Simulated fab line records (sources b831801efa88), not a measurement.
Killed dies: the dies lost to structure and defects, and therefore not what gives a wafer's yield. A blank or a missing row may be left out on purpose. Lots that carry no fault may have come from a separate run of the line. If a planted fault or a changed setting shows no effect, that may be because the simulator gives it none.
What tool caused it? :: flow sky130 :: 39 wafers from 13 lots sampled at 5 of the route's 708 steps

== WHAT THE GAUGES READ, wafer by wafer ==
SKY_GATE_OXIDE_THK_MEAS_02.
lot: L742
measured: day 13 15:53
on: film-metro-03
GATE_OXIDE_OXIDATION_00_THK (nm): 10.31 10.57 10.35

lot: L743
measured: day 13 22:52
on: film-metro-04
GATE_OXIDE_OXIDATION_00_THK (nm): 10.25 10.24 10.53

lot: L745
measured: day 14 05:44
on: film-metro-01
GATE_OXIDE_OXIDATION_00_THK (nm): 10.06 10.23 10.24

lot: L746
measured: day 14 22:04
on: film-metro-01
GATE_OXIDE_OXIDATION_00_THK (nm): 10.06 10.24 10.05

lot: L747
measured: day 14 22:04
on: film-metro-04
GATE_OXIDE_OXIDATION_00_THK (nm): 10.34 10.33 10.36

lot: L749
measured: day 15 12:03
on: film-metro-01
GATE_OXIDE_OXIDATION_00_THK (nm): 10.32 10.27 10.17

lot: L751
measured: day 16 08:50
on: film-metro-04
GATE_OXIDE_OXIDATION_00_THK (nm): 10.52 10.47 10.60

lot: L757
measured: day 18 13:38
on: film-metro-04
GATE_OXIDE_OXIDATION_00_THK (nm): 9.92 10.21 10.17

lot: L758
measured: day 18 22:13
on: film-metro-01
GATE_OXIDE_OXIDATION_00_THK (nm): 10.30 10.48 10.51

lot: L759
measured: day 19 08:50
on: film-metro-01
GATE_OXIDE_OXIDATION_00_THK (nm): 10.31 9.88 9.93

lot: L760
measured: day 19 19:17
on: film-metro-01
GATE_OXIDE_OXIDATION_00_THK (nm): 10.16 9.94 10.32

lot: L761
measured: day 20 02:31
on: film-metro-04
GATE_OXIDE_OXIDATION_00_THK (nm): 10.00 10.06 10.09

lot: L762
measured: day 20 04:52
on: film-metro-04
GATE_OXIDE_OXIDATION_00_THK (nm): 10.14 10.11 10.21

SKY_POLY_GATE_THK_MEAS_04.
lot: L742
measured: day 16 02:30
on: film-metro-01
POLY_GATE_CVD_03_THK (nm): 74.9 74.3 74.5

lot: L743
measured: day 16 12:34
on: film-metro-01
POLY_GATE_CVD_03_THK (nm): 75.8 75.6 75.7

lot: L745
measured: day 16 16:02
on: film-metro-01
POLY_GATE_CVD_03_THK (nm): 75.1 74.9 75.5

lot: L746
measured: day 17 11:04
on: film-metro-01
POLY_GATE_CVD_03_THK (nm): 73.5 73.3 73.2

lot: L747
measured: day 17 09:43
on: film-metro-03
POLY_GATE_CVD_03_THK (nm): 74.3 73.9 74.7

lot: L749
measured: day 18 05:14
on: film-metro-02
POLY_GATE_CVD_03_THK (nm): 74.0 74.2 73.9

lot: L751
measured: day 19 00:37
on: film-metro-02
POLY_GATE_CVD_03_THK (nm): 73.4 74.2 74.2

lot: L757
measured: day 21 09:07
on: film-metro-01
POLY_GATE_CVD_03_THK (nm): 74.3 74.7 74.8

lot: L758
measured: day 21 17:32
on: film-metro-02
POLY_GATE_CVD_03_THK (nm): 74.0 74.4 74.2

lot: L759
measured: day 22 03:02
on: film-metro-03
POLY_GATE_CVD_03_THK (nm): 75.6 74.7 75.4

lot: L760
measured: day 22 13:05
on: film-metro-03
POLY_GATE_CVD_03_THK (nm): 74.9 74.7 74.3

lot: L761
measured: day 22 20:41
on: film-metro-01
POLY_GATE_CVD_03_THK (nm): 75.3 75.0 75.6

lot: L762
measured: day 22 23:25
on: film-metro-03
POLY_GATE_CVD_03_THK (nm): 75.0 75.4 74.8

SKY_POLY_GATE_THK_MEAS_21.
lot: L742
measured: day 17 10:13
on: film-metro-03
POLY_GATE_OXIDATION_THK (nm): 3.94 3.93 3.92

lot: L743
measured: day 17 19:53
on: film-metro-03
POLY_GATE_OXIDATION_THK (nm): 3.99 3.97 4.05

lot: L745
measured: day 17 22:38
on: film-metro-03
POLY_GATE_OXIDATION_THK (nm): 3.93 3.94 3.98

lot: L746
measured: day 18 19:08
on: film-metro-02
POLY_GATE_OXIDATION_THK (nm): 3.96 3.91 3.91

lot: L747
measured: day 18 19:08
on: film-metro-03
POLY_GATE_OXIDATION_THK (nm): 3.89 3.82 3.88

lot: L749
measured: day 19 13:08
on: film-metro-01
POLY_GATE_OXIDATION_THK (nm): 3.89 3.82 3.91

lot: L751
measured: day 20 11:44
on: film-metro-01
POLY_GATE_OXIDATION_THK (nm): 4.02 3.92 4.05

lot: L757
measured: day 22 17:17
on: film-metro-02
POLY_GATE_OXIDATION_THK (nm): 3.96 4.08 4.02

lot: L758
measured: day 23 01:44
on: film-metro-02
POLY_GATE_OXIDATION_THK (nm): 3.98 3.97 4.06

lot: L759
measured: day 23 11:43
on: film-metro-01
POLY_GATE_OXIDATION_THK (nm): 4.00 3.96 4.04

lot: L760
measured: day 23 21:18
on: film-metro-03
POLY_GATE_OXIDATION_THK (nm): 3.99 3.98 3.94

lot: L761
measured: day 24 04:37
on: film-metro-03
POLY_GATE_OXIDATION_THK (nm): 3.97 3.98 3.95

lot: L762
measured: day 24 07:31
on: film-metro-03
POLY_GATE_OXIDATION_THK (nm): 4.14 4.03 4.04

SKY_LDD_HVP_TW_MEAS_10.
lot: L742
measured: day 22 13:01
on: film-metro-02
LDD_HVP_TW: 460.9 458.8 457.7

lot: L743
measured: day 23 00:14
on: film-metro-01
LDD_HVP_TW: 460.1 460.0 462.7

lot: L745
measured: day 23 01:44
on: film-metro-04
LDD_HVP_TW: 457.2 459.5 460.4

lot: L746
measured: day 24 00:22
on: film-metro-02
LDD_HVP_TW: 460.6 458.0 459.3

lot: L747
measured: day 23 22:04
on: film-metro-01
LDD_HVP_TW: 457.8 459.9 458.0

lot: L749
measured: day 24 17:29
on: film-metro-02
LDD_HVP_TW: 438.5 437.9 438.9

lot: L751
measured: day 25 15:34
on: film-metro-02
LDD_HVP_TW: 435.9 437.2 435.7

lot: L757
measured: day 27 17:55
on: film-metro-02
LDD_HVP_TW: 459.6 458.4 459.2

lot: L758
measured: day 28 01:22
on: film-metro-02
LDD_HVP_TW: 460.8 457.1 457.9

lot: L759
measured: day 28 11:25
on: film-metro-02
LDD_HVP_TW: 458.3 461.2 461.2

lot: L760
measured: day 28 18:46
on: film-metro-02
LDD_HVP_TW: 459.7 461.1 462.6

lot: L761
measured: day 29 02:40
on: film-metro-01
LDD_HVP_TW: 458.3 462.3 458.7

lot: L762
measured: day 29 04:49
on: film-metro-01
LDD_HVP_TW: 463.1 459.3 462.5

== WHAT TOOL EACH LOT RAN ON (gives the tool, then ch and the chambers of the sampled wafers, and finally the start) ==
lot: L742
SKY_LDD_HVP_IMPLANT_08: implanter-04 ch 0, day 22 12:46

lot: L743
SKY_LDD_HVP_IMPLANT_08: implanter-02 ch 0, day 23 00:00

lot: L745
SKY_LDD_HVP_IMPLANT_08: implanter-02 ch 0, day 23 01:30

lot: L746
SKY_LDD_HVP_IMPLANT_08: implanter-01 ch 0, day 24 00:08

lot: L747
SKY_LDD_HVP_IMPLANT_08: implanter-02 ch 0, day 23 21:50

lot: L749
SKY_LDD_HVP_IMPLANT_08: implanter-02 ch 0, day 24 17:15

lot: L751
SKY_LDD_HVP_IMPLANT_08: implanter-02 ch 0, day 25 15:20

lot: L757
SKY_LDD_HVP_IMPLANT_08: implanter-01 ch 0, day 27 17:41

lot: L758
SKY_LDD_HVP_IMPLANT_08: implanter-04 ch 0, day 28 01:08

lot: L759
SKY_LDD_HVP_IMPLANT_08: implanter-02 ch 0, day 28 11:10

lot: L760
SKY_LDD_HVP_IMPLANT_08: implanter-01 ch 0, day 28 18:31

lot: L761
SKY_LDD_HVP_IMPLANT_08: implanter-01 ch 0, day 29 02:25

lot: L762
SKY_LDD_HVP_IMPLANT_08: implanter-02 ch 0, day 29 04:34
- SKY_LDD_HVP_IMPLANT_08

== WHAT THE TOOLS THEMSELVES READ (means of the sampled wafers that have a number; where no wafer has one, the mark that the record gives instead) ==
SKY_LDD_HVP_IMPLANT_08.
lot: L742
tool: implanter-04
dose-ions-cm2: 1.7015e+13
faraday-current-uA: 95.1

lot: L743
tool: implanter-02
dose-ions-cm2: 1.6986e+13
faraday-current-uA: 94.8

lot: L745
tool: implanter-02
dose-ions-cm2: 1.6995e+13
faraday-current-uA: 94.8

lot: L746
tool: implanter-01
dose-ions-cm2: 1.7010e+13
faraday-current-uA: 95.4

lot: L747
tool: implanter-02
dose-ions-cm2: 1.7004e+13
faraday-current-uA: 95.6

lot: L749
tool: implanter-02
dose-ions-cm2: 1.4648e+13
faraday-current-uA: 83.3

lot: L751
tool: implanter-02
dose-ions-cm2: 1.4668e+13
faraday-current-uA: 81.5

lot: L757
tool: implanter-01
dose-ions-cm2: 1.6994e+13
faraday-current-uA: 98.9

lot: L758
tool: implanter-04
dose-ions-cm2: 1.7006e+13
faraday-current-uA: 95.9

lot: L759
tool: implanter-02
dose-ions-cm2: 1.7013e+13
faraday-current-uA: 96.1

lot: L760
tool: implanter-01
dose-ions-cm2: 1.7012e+13
faraday-current-uA: 95.6

lot: L761
tool: implanter-01
dose-ions-cm2: 1.6991e+13
faraday-current-uA: 97.0

lot: L762
tool: implanter-02
dose-ions-cm2: 1.7026e+13
faraday-current-uA: 97.2

== THE ANSWER, worked out from the rows above alone ==
Rule: the lots themselves supply what counts as usual. The widest of any qualifying gaps counts: lots, ordered by their means at a reading, are off when they make up no more than a third of the lots, leave a main group of 4 or more, and stand apart from it by 3 or more times the standard deviation of that group's means. A main group is skipped when, at the precision printed for the reading in the tables above, its means are all equal. A lot without any number at a reading at which 4 lots or more have one is off too. The other lots that the step has rows for count as sound. After the gauges, taken in route order, come the tools' own readings; for these a lot's mean is taken, as printed above. At the first step where some lot is off, the reading lying furthest off is the one used; lots without a number count as furthest.
Off: at SKY_LDD_HVP_TW_MEAS_10 (LDD_HVP_TW), L749, L751. The main group: mean 459.8, standard deviation 1.
A tool fits if, at a process step before that reading, it ran every lot that is off, and no sound lot after the first of them. Not tried: the gauges at SKY_LDD_HVP_TW_MEAS_10; whatever is off there is also off at SKY_LDD_HVP_IMPLANT_08, on other tools, and gauge error can't account for it. None of those tried fits.

== WHAT THE SIMULATOR PUT IN ==
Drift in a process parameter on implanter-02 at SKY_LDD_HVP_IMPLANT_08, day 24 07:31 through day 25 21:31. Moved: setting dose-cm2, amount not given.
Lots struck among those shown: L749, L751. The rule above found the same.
